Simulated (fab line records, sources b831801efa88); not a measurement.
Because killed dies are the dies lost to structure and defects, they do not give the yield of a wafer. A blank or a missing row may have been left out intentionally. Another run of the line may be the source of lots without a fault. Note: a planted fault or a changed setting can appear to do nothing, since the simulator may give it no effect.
What tool caused it? | flow sky130 | Sampling: 12 lots, 36 wafers, 5 of 708 route steps

## WHAT EACH GAUGE READ, for each wafer
SKY_VIA2_OVL_MEAS_13. Usual: VIA2_OVL typically reads 0 nm, with standard deviation 6.1.
lot  | measured     | on         | VIA2_OVL (nm) | flag
L256 | day 35 22:14 | overlay-01 | 4 4 0         |
L257 | day 36 17:59 | overlay-01 | 7 10 10       |
L259 | day 37 17:20 | overlay-02 | 3 -5 -3       |
L260 | day 37 22:04 | overlay-01 | 1 -6 3        |
L266 | day 40 00:20 | overlay-01 | 2 3 5         |
L267 | day 40 10:13 | overlay-01 | -4 -6 -4      |
L271 | day 41 01:08 | overlay-01 | -2 5 -2       |
L273 | day 41 12:41 | overlay-01 | -1 0 -6       |
L274 | day 41 13:18 | overlay-01 | -6 -16 -2     |
L275 | day 42 06:52 | overlay-02 | 5 1 3         |
L277 | day 42 15:20 | overlay-01 | -15 -11 -1    |
L279 | day 43 01:49 | overlay-01 | 3 11 4        |

SKY_VIA3_RS_MEAS_22: a four-point-probe measurement. Usual: VIA3_W_RS typically reads 0.295 ohm/sq, with standard deviation 0.0036.
lot  | measured     | on            | VIA3_W_RS (ohm/sq) | flag
L256 | day 39 08:14 | film_metro-02 | 0.296 0.294 0.293  |
L257 | day 40 04:33 | film_metro-03 | 0.293 0.293 0.293  |
L259 | day 41 01:07 | film_metro-01 | 0.301 0.288 0.294  |
L260 | day 41 05:46 | film_metro-01 | 0.295 0.293 0.290  |
L266 | day 43 03:58 | film_metro-02 | 0.295 0.294 0.288  |
L267 | day 43 13:55 | film_metro-02 | 0.293 0.292 0.292  |
L271 | day 44 03:27 | film_metro-02 | 0.295 0.294 0.295  |
L273 | day 44 14:59 | film_metro-01 | 0.287 0.290 0.291  |
L274 | day 44 15:12 | film_metro-01 | 0.292 0.294 0.292  |
L275 | day 45 07:34 | film_metro-01 | 0.297 0.298 0.293  |
L277 | day 45 16:31 | film_metro-02 | 0.299 0.295 0.295  |
L279 | day 46 00:47 | film_metro-02 | 0.298 0.299 0.298  |

SKY_VIA4_THK_MEAS_01. Usual: VIA4_HDPCVD_THK typically reads 1737 nm, with standard deviation 19.
lot  | measured     | on            | VIA4_HDPCVD_THK (nm)          | flag
L256 | day 41 11:50 | film_metro-01 | 1735 1741 1733                |
L257 | day 42 07:20 | film_metro-03 | 1751 1752 1717                |
L259 | day 43 02:57 | film_metro-01 | 1394 1385 1368 1395 1385 1369 | OFF
L260 | day 43 06:25 | film_metro-04 | 1382 1385 1386 1381 1384 1387 | OFF
L266 | day 45 04:36 | film_metro-04 | 1724 1747 1724                |
L267 | day 45 12:46 | film_metro-01 | 1704 1745 1756                |
L271 | day 46 01:02 | film_metro-04 | 1750 1730 1750                |
L273 | day 46 12:20 | film_metro-04 | 1780 1773 1766                |
L274 | day 46 12:41 | film_metro-04 | 1751 1745 1723                |
L275 | day 47 02:28 | film_metro-01 | 1710 1759 1709                |
L277 | day 47 11:52 | film_metro-01 | 1762 1723 1762                |
L279 | day 47 19:43 | film_metro-04 | 1705 1765 1709                |

## WHICH TOOL RAN EACH LOT (tool, then ch and the chambers of the sampled wafers, then the start)
lot  | SKY_VIA2_CVD_21               | SKY_VIA4_HDPCVD_00
L256 | cvd_w-01 ch 0,1, day 35 23:01 | hdpcvd-01 ch 0,1,2, day 41 11:39
L257 | cvd_w-02 ch 0, day 36 18:46   | hdpcvd-02 ch 1,2, day 42 07:04
L259 | cvd_w-02 ch 0,1, day 37 18:10 | hdpcvd-02 ch 1,2, day 43 02:45
L260 | cvd_w-02 ch 0, day 37 22:51   | hdpcvd-02 ch 0,1,2, day 43 06:14
L266 | cvd_w-01 ch 0,1, day 40 01:10 | hdpcvd-01 ch 1,2, day 45 04:25
L267 | cvd_w-01 ch 0,1, day 40 11:00 | hdpcvd-01 ch 0,1,2, day 45 12:34
L271 | cvd_w-02 ch 0,1, day 41 01:56 | hdpcvd-02 ch 0,1, day 46 00:51
L273 | cvd_w-02 ch 0,1, day 41 13:29 | hdpcvd-01 ch 0,2, day 46 12:10
L274 | cvd_w-02 ch 0,1, day 41 14:06 | hdpcvd-02 ch 0,1,2, day 46 12:31
L275 | cvd_w-02 ch 0,1, day 42 08:03 | hdpcvd-02 ch 0,1, day 47 02:16
L277 | cvd_w-01 ch 0,1, day 42 16:38 | hdpcvd-01 ch 1,2, day 47 11:41
L279 | cvd_w-01 ch 0,1, day 43 02:36 | hdpcvd-02 ch 1,2, day 47 19:32
- SKY_VIA2_CVD_21: deposits W, target thk 420 nm, time 126.4 s.
- SKY_VIA4_HDPCVD_00: deposits SiO2, target thk 1750 nm, time 291.7 s.

## WHAT THE TOOLS THEMSELVES READ (means of the sampled wafers that have a number; where no wafer has one, the mark that the record gives instead)
SKY_VIA2_CVD_21. Usual: 804 W for heater_power_w, sd 50.
lot  | tool     | heater_power_w (W) | flag
L256 | cvd_w-01 | 784                |
L257 | cvd_w-02 | 919                |
L259 | cvd_w-02 | 831                |
L260 | cvd_w-02 | 920                |
L266 | cvd_w-01 | 770                |
L267 | cvd_w-01 | 778                |
L271 | cvd_w-02 | 825                |
L273 | cvd_w-02 | 861                |
L274 | cvd_w-02 | 827                |
L275 | cvd_w-02 | 825                |
L277 | cvd_w-01 | 776                |
L279 | cvd_w-01 | 775                |

SKY_VIA4_HDPCVD_00. Usual: 60.02 sccm for sih4_flow_sccm, sd 0.19.
lot  | tool      | sih4_flow_sccm (sccm) | flag
L256 | hdpcvd-01 | 59.78                 |
L257 | hdpcvd-02 | 60.03                 |
L259 | hdpcvd-02 | 48.19                 | OFF
L260 | hdpcvd-02 | 47.96                 | OFF
L266 | hdpcvd-01 | 59.99                 |
L267 | hdpcvd-01 | 59.86                 |
L271 | hdpcvd-02 | 60.04                 |
L273 | hdpcvd-01 | 59.87                 |
L274 | hdpcvd-02 | 59.95                 |
L275 | hdpcvd-02 | 59.96                 |
L277 | hdpcvd-01 | 60.10                 |
L279 | hdpcvd-02 | 59.98                 |

## THE ANSWER, worked out from the rows above alone
Rule: a lot is off if the mean of its wafers that have a number lies more than 3 standard deviations from the usual mean. Also off: a lot with no number at a reading for which 4 or more lots have one. Where the step has rows for the other lots, those lots are counted as sound. After the gauges, taken in route order, come the tools' own readings; for these a lot's mean is taken, as printed above. At the first step where some lot is off, the reading lying furthest off is the one used; lots without a number count as furthest.
Off: L259, L260, seen at SKY_VIA4_THK_MEAS_01 (VIA4_HDPCVD_THK).
A tool fits if, at a process step before that reading, it ran every lot that is off, and no sound lot after the first of them. Not tried: the gauges at SKY_VIA4_THK_MEAS_01; whatever is off there is also off at SKY_VIA4_HDPCVD_00, on other tools, and gauge error can't account for it. None of those tried fits.

## WHAT THE SIMULATOR HAD PUT IN
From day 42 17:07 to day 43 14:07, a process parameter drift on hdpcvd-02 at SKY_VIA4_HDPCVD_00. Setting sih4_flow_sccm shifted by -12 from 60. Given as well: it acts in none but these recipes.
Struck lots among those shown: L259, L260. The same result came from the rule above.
